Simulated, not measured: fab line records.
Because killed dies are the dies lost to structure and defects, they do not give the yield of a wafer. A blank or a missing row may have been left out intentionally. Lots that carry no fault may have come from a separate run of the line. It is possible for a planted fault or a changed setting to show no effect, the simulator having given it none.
Chamber matching	flow gf180mcu	pecvd-03 running GF_CONTACT_CVD_02: 3 sister chambers
The step deposits SiO2 from TEOS, target thk 860 nm, time 95.992 s. 3 wafers are shown with their chamber, then 7 later ones without.

== WAFERS, EACH WITH ITS CHAMBER ==
wafer	chamber	heater_power_w (W)
L692.4	2	602
L709.1	0	627
L709.2	1	640

== WAFERS MISSING THEIR CHAMBER ==
wafer	heater_power_w (W)
L709.3	598
L710.2	607
L710.4	667
L710.6	758
L712.4	675
L712.5	751
L712.6	729

== EACH ONE'S CHAMBER ==
wafer	from the rows above	in truth
L709.3	can't be placed: 2 or 0 or 1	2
L710.2	can't be placed: 2 or 0 or 1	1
L710.4	can't be placed: 1 or 0 or 2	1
L710.6	can't be placed: 1 or 0 or 2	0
L712.4	can't be placed: 1 or 0 or 2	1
L712.5	can't be placed: 1 or 0 or 2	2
L712.6	can't be placed: 1 or 0 or 2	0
0 of 7 placed correctly. These rows do not allow placing 7 (true chamber among the candidates in 7). Number placed wrongly: 0.
How it was worked out, from the rows above alone: a wafer's distance from a chamber is the root of the sum, over the readings, of the square of ((its reading less the chamber's mean) divided by the reading's scatter). The wafer belongs to the nearest chamber; if the next one is less than 2 further off, it can't be placed. The mean given for a chamber averages the wafers shown for that chamber. The scatter: root of mean squared gap, hidden wafer to nearest shown wafer, with one shown wafer a chamber.
